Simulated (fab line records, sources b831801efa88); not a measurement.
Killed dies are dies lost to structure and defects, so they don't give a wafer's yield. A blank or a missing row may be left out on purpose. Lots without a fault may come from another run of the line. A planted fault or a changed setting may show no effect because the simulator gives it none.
Chamber matching | flow gf180mcu | GF_STI_CMP_25 on cmp-01: 4 sister chambers
The step polishes, stops on Si3N4, t overpolish 33 s, target thk 524.6 nm. 16 wafers are shown with their chamber, then 7 later ones without.

WAFERS WITH THEIR CHAMBER
wafer  | chamber | motor_current_A (A) | time_to_endpoint_s (s) | head_pressure_psi (psi)
L857.1 | 3       | 12.5                | 128                    | 4.014
L857.4 | 1       | 13.2                | 122                    | 4.005
L857.5 | 3       | 12.6                | 125                    | 4.023
L858.2 | 3       | 12.2                | 129                    | 3.977
L858.5 | 1       | 12.9                | 123                    | 3.999
L858.6 | 2       | 10.3                | 128                    | 4.014
L859.1 | 1       | 12.9                | 126                    | 4.010
L859.3 | 0       | 12.1                | 132                    | 3.982
L859.5 | 2       | 10.9                | 130                    | 3.990
L865.3 | 0       | 11.7                | 126                    | 4.002
L865.4 | 1       | 12.9                | 123                    | 4.002
L865.6 | 2       | 10.6                | 121                    | 3.987
L866.2 | 3       | 12.8                | 127                    | 4.005
L866.3 | 0       | 11.7                | 129                    | 3.986
L866.6 | 3       | 12.4                | 131                    | 4.001
L867.2 | 2       | 11.0                | 122                    | 4.006

SIGNATURES (means of the wafers above)
reading            | chamber 0 | chamber 1 | chamber 2 | chamber 3 | scatter within a chamber
motor_current_A    | 11.833    | 12.975    | 10.700    | 12.500    | 0.237
time_to_endpoint_s | 129.00    | 123.50    | 125.25    | 128.00    | 2.97
head_pressure_psi  | 3.99000   | 4.00400   | 3.99925   | 4.00400   | 0.0129
Rule: a wafer's distance from a chamber is the root of the sum, over the readings, of the square of ((its reading less the chamber's mean) divided by the reading's scatter). The wafer belongs to the nearest chamber; if the next one is less than 2 further off, it can't be placed. The scatter: the root of (the sum of the squares of (reading less its chamber's mean) over the shown wafers, divided by (wafers less chambers)).

WAFERS WITHOUT THEIR CHAMBER
wafer  | motor_current_A (A) | time_to_endpoint_s (s) | head_pressure_psi (psi)
L867.5 | 10.7                | 120                    | 4.012
L867.6 | 11.6                | 124                    | 4.002
L875.4 | 13.4                | 117                    | 3.985
L875.5 | 13.3                | 116                    | 3.998
L877.1 | 12.9                | 121                    | 3.994
L877.3 | 13.3                | 115                    | 4.004
L877.4 | 10.4                | 117                    | 3.980

WHICH CHAMBER EACH WENT THROUGH
wafer  | from the rows above          | in truth
L867.5 | 2                            | 2
L867.6 | can't be placed: 0 or 2 or 3 | 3
L875.4 | 1                            | 1
L875.5 | 1                            | 1
L877.1 | can't be placed: 1 or 3      | 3
L877.3 | 1                            | 1
L877.4 | 2                            | 2
Placed correctly: 5 of 7. Can't be placed from these rows: 2 (the true chamber is among the candidates in 2). Placed wrongly: 0.
